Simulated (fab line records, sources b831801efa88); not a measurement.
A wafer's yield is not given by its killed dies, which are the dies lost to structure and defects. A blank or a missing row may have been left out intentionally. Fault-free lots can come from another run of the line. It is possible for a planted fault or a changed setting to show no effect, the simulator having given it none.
A lot that was struck, set against a sound lot / flow sky130 / 17 steps out of a route of 708
Sound: these wafers, L452.1, L452.2, L452.4. Struck: wafer L443.1 (left out: L443.2, L443.6 of the same lot, which were not struck); the cause appears at the end.
Per side, at each step with rows, come the tool, then ch with its chambers, and then its first start. Under that, the readings that differ: sound wafers / struck wafers / difference of the means / sigmas: that difference in standard deviations of wafers without a fault.
alike: words and numbers the same on both sides, and readings whose means are apart by under 2 such deviations; not compared: readings that were withheld, readings missing a value for some wafer, numbers with overlapping values and no deviation given by the record, and bounds like >300 which may hide the same value.
A row with sigmas, a row that says differs or no value, or rows on one side alone: a step with any of these is where the two part. When numbers do not overlap yet have no deviation, they are printed without sigmas and do not part them. A reading that every wafer of one side lacks parts them only if that side has two wafers or more.

SKY_VT_ADJUST_LVTN_OVL_MEAS_07:
  sound on overlay-02, day 11 23:57; struck on overlay-02, day 9 11:31
reading=VT_ADJUST_LVTN_OVL (nm); sound=1.6 -0.2 0.1; struck=-3.8; difference=-4.3; sigmas=-3
next, for these wafers, 1 step has no rows: SKY_VT_ADJUST_LVTN_IMPLANT_08.
SKY_VT_ADJUST_LVTN_STRIP_09: strips in O2/N2.
  sound on plasma asher-03 ch 0,1, day 12 00:08; struck on plasma asher-03 ch 1, day 9 11:42
  alike: drypump motor current A, oes product au, strip time to endpoint s
  not compared: rf hours counter h
SKY_VT_ADJUST_LVTN_TW_MEAS_10:
  sound on film metro-04, day 12 00:14; struck on film metro-04, day 9 11:48
  alike: VT_ADJUST_LVTN_TW
then, 7 steps without rows for these wafers: SKY_VT_ADJUST_LVTN_DEHYDRATE_11 (time 60 s); SKY_VT_ADJUST_LVTN_HMDS_12 (prime time 60 s); SKY_VT_ADJUST_LVTN_COAT_13 (resist thk 1140 nm); SKY_VT_ADJUST_LVTN_SOFTBAKE_14 (time 60 s); SKY_VT_ADJUST_LVTN_EXPOSE_15 (exposes mask HVN STD DERIVED, target cd 600 nm); SKY_VT_ADJUST_LVTN_PEB_16; SKY_VT_ADJUST_LVTN_DEVELOP_17 (develop time 60 s).
SKY_VT_ADJUST_LVTN_OVL_MEAS_18:
  sound on overlay-01, day 13 00:46; struck on overlay-01, day 10 09:21
  alike: VT_ADJUST_LVTN_01_OVL
SKY_VT_ADJUST_LVTN_IMPLANT_19:
  sound on implanter-04 ch 0, day 13 00:48; struck on implanter-01 ch 0, day 10 09:23
reading=beam on s (s); sound=10.37 10.00 9.96; struck=12.70; difference=+2.59; sigmas=+12
reading=faraday current uA; sound=3.52 3.65 3.68; struck=2.88; difference=-0.74; sigmas=-9
SKY_VT_ADJUST_LVTN_STRIP_20: strips in O2/N2.
  sound on plasma asher-03 ch 0,1, day 13 00:57; struck on plasma asher-03 ch 0, day 10 09:32
  alike: drypump motor current A, oes product au, strip time to endpoint s
  not compared: rf hours counter h
SKY_VT_ADJUST_LVTN_TW_MEAS_21:
  sound on film metro-01, day 13 01:03; struck on film metro-01, day 10 09:38
reading=VT_ADJUST_LVTN_2_TW; sound=190.0 190.9 190.1; struck=203.4; difference=+13.1; sigmas=+6
then, 1 step without rows for these wafers: SKY_VT_ADJUST_NCORE_DEHYDRATE_00 (time 60 s).
-- here the record skips 38 days between the struck wafers' starts before and after, leaving off in module VT_ADJUST_NCORE and picking up in module PAD_OPEN (first step shown: number 708 of the route) --
SKY_PAD_OPEN_PROBE_99:
  sound on prober-02, day 50 06:57; struck on prober-02, day 48 01:30
reading=model.etest.res pwell under gate.rs ohm sq; sound=2249 2247 2261; struck=2236; difference=-16; sigmas=
reading=model.etest.nfet g5v0d10v5.body rise v (V); sound=0.6717 0.6689 0.6692; struck=0.6901; difference=+0.0202; sigmas=
reading=model.etest.nfet_16v.body rise v (V); sound=0.6623 0.6597 0.6605; struck=0.6802; difference=+0.0194; sigmas=
reading=model.etest.nfet g5v0d10v5.vt sat v (V); sound=0.7469 0.7557 0.7479; struck=0.7795; difference=+0.0293; sigmas=
reading=model.etest.nfet g5v0d10v5.vt v (V); sound=0.804 0.8125 0.8063; struck=0.8306; difference=+0.0230; sigmas=
  alike: killed_at_M0_to_M3, killed_at_M4_up, killed at contacts, killed at front end, killed at other, killed dies, killed open, killed short

WHERE THEY PART
At SKY_VT_ADJUST_LVTN_OVL_MEAS_07 first; at SKY_VT_ADJUST_LVTN_TW_MEAS_21 last (within this record only). Later steps at which nothing parts them and some readings are alike: SKY_PAD_OPEN_PROBE_99.

WHY: what had been put in by the simulator
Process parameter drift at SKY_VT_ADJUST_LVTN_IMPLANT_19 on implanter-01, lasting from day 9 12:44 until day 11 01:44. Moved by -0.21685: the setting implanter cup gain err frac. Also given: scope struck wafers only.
